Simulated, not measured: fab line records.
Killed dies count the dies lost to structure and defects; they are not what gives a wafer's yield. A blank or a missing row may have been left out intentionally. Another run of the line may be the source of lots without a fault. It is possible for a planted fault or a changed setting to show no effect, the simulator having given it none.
Matching of chambers :: flow gf180mcu :: GF_V5_CVD_02 on pecvd-03 has 3 sister chambers
The step deposits SiO2 from TEOS, target thk 1450 nm, time 163.28 s. 18 wafers are shown with their chamber, then 9 later ones without.

## WAFERS PAIRED WITH THEIR CHAMBERS
wafer: L075.3
chamber: 2
heater power w (W): 516

wafer: L075.4
chamber: 1
heater power w (W): 639

wafer: L075.6
chamber: 2
heater power w (W): 604

wafer: L080.1
chamber: 0
heater power w (W): 556

wafer: L080.2
chamber: 1
heater power w (W): 614

wafer: L080.3
chamber: 2
heater power w (W): 640

wafer: L080.4
chamber: 2
heater power w (W): 503

wafer: L080.5
chamber: 0
heater power w (W): 458

wafer: L080.6
chamber: 1
heater power w (W): 537

wafer: L087.1
chamber: 2
heater power w (W): 645

wafer: L087.2
chamber: 1
heater power w (W): 656

wafer: L087.3
chamber: 0
heater power w (W): 563

wafer: L087.4
chamber: 0
heater power w (W): 456

wafer: L087.5
chamber: 2
heater power w (W): 517

wafer: L087.6
chamber: 1
heater power w (W): 528

wafer: L088.2
chamber: 0
heater power w (W): 521

wafer: L088.3
chamber: 2
heater power w (W): 574

wafer: L088.5
chamber: 1
heater power w (W): 512

SIGNATURES (means of the wafers above)
reading: heater power w
chamber 0: 510.80
chamber 1: 581.00
chamber 2: 571.29
scatter within a chamber: 59
Rule: distance of a wafer from a chamber = root of the sum over the readings of ((wafer's reading minus chamber's mean) / reading's scatter) squared. If the next closest chamber is less than 2 further off than the closest, the wafer can't be placed; otherwise it belongs to the closest. The scatter: the root of (the sum of the squares of (reading less its chamber's mean) over the shown wafers, divided by (wafers less chambers)).

## WAFERS WITHOUT THEIR CHAMBER
wafer: L089.2
heater power w (W): 598

wafer: L089.5
heater power w (W): 654

wafer: L089.6
heater power w (W): 440

wafer: L091.2
heater power w (W): 620

wafer: L091.5
heater power w (W): 638

wafer: L091.6
heater power w (W): 495

wafer: L096.2
heater power w (W): 520

wafer: L096.3
heater power w (W): 627

wafer: L096.4
heater power w (W): 571

## THE CHAMBER EACH PASSED THROUGH
wafer: L089.2
from the rows above: can't be placed: 1 or 2 or 0
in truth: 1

wafer: L089.5
from the rows above: can't be placed: 1 or 2 or 0
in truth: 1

wafer: L089.6
from the rows above: can't be placed: 0 or 2 or 1
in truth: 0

wafer: L091.2
from the rows above: can't be placed: 1 or 2 or 0
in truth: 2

wafer: L091.5
from the rows above: can't be placed: 1 or 2 or 0
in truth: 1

wafer: L091.6
from the rows above: can't be placed: 0 or 2 or 1
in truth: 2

wafer: L096.2
from the rows above: can't be placed: 0 or 2 or 1
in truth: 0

wafer: L096.3
from the rows above: can't be placed: 1 or 2 or 0
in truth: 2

wafer: L096.4
from the rows above: can't be placed: 2 or 1 or 0
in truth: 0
Placed correctly: 0 of 9. Can't be placed from these rows: 9 (the true chamber is among the candidates in 9). Placed wrongly: 0.
